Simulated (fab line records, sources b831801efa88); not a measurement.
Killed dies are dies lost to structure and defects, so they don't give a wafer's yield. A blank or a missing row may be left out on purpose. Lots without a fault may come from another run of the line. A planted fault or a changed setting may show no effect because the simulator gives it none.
Which tool did it? | flow sky130 | 13 lots, 38 wafers sampled, at 2 steps of a route of 708

WHAT THE GAUGES READ, wafer by wafer
SKY_LDD_P_TW_MEAS_11.
lot  | measured     | on            | LDD_P_TW
L359 | day 19 01:55 | film_metro-01 | 642 643 640
L360 | day 19 06:35 | film_metro-02 | 633 633 633
L361 | day 19 15:43 | film_metro-04 | 639 639 638
L362 | day 19 19:31 | film_metro-02 | 633 633 638
L363 | day 20 12:37 | film_metro-01 | 645 639 648
L364 | day 21 00:37 | film_metro-04 | 641 636 638
L365 | day 21 12:39 | film_metro-02 | 631 631 634
L366 | day 21 19:37 | film_metro-04 | 641 641 638
L367 | day 22 00:49 | film_metro-04 | 643 640 641
L368 | day 22 14:07 | film_metro-01 | 635 636 638
L369 | day 23 01:31 | film_metro-01 | 646 648 644
L372 | day 24 12:27 | film_metro-04 | 639 643 640
L378 | day 26 07:07 | film_metro-04 | 639 625

WHICH TOOL RAN EACH LOT (tool, then ch and the chambers of the sampled wafers, then the start)
lot  | SKY_LDD_P_IMPLANT_09
L359 | implanter-03 ch 0, day 19 01:40
L360 | implanter-03 ch 0, day 19 06:23
L361 | implanter-04 ch 0, day 19 15:28
L362 | implanter-03 ch 0, day 19 19:16
L363 | implanter-03 ch 0, day 20 12:23
L364 | implanter-02 ch 0, day 21 00:23
L365 | implanter-04 ch 0, day 21 12:24
L366 | implanter-03 ch 0, day 21 19:24
L367 | implanter-02 ch 0, day 22 00:34
L368 | implanter-02 ch 0, day 22 13:53
L369 | implanter-03 ch 0, day 23 01:16
L372 | implanter-03 ch 0, day 24 12:12
L378 | implanter-04 ch 0, day 26 06:53
- SKY_LDD_P_IMPLANT_09

WHAT THE TOOLS THEMSELVES READ (means of the sampled wafers that have a number; where no wafer has one, the mark that the record gives instead)
SKY_LDD_P_IMPLANT_09.
lot  | tool         | end_station_pressure_torr (Torr)
L359 | implanter-03 | 5.13e-06
L360 | implanter-03 | 5.09e-06
L361 | implanter-04 | 5.21e-06
L362 | implanter-03 | 4.82e-06
L363 | implanter-03 | 5.04e-06
L364 | implanter-02 | 5.13e-06
L365 | implanter-04 | 4.78e-06
L366 | implanter-03 | 4.80e-06
L367 | implanter-02 | 5.10e-06
L368 | implanter-02 | 5.36e-06
L369 | implanter-03 | 4.90e-06
L372 | implanter-03 | 5.01e-06
L378 | implanter-04 | 5.19e-06

THE ANSWER, worked out from the rows above alone
Rule: what is usual is taken from the lots themselves. Put in order of their means at a reading, lots are off if they are a third of the lots or fewer, leave a main group of 4 or more, and stand apart from it by a gap of 3 or more times the standard deviation of the main group's means; of several such gaps the widest counts. A main group whose means are all the same, to the digits that the tables above print for the reading, isn't used. A lot without any number at a reading at which 4 lots or more have one is off too. The other lots that the step has rows for count as sound. The gauges are gone through in route order, then the tools' own readings, and for those a lot's mean is taken as printed above. The first step at which some lot is off is used, and at that step the reading that is off furthest; a lot without a number counts as furthest.
No lot is off at any reading shown: from this, nothing can be told.

WHAT THE SIMULATOR HAD PUT IN
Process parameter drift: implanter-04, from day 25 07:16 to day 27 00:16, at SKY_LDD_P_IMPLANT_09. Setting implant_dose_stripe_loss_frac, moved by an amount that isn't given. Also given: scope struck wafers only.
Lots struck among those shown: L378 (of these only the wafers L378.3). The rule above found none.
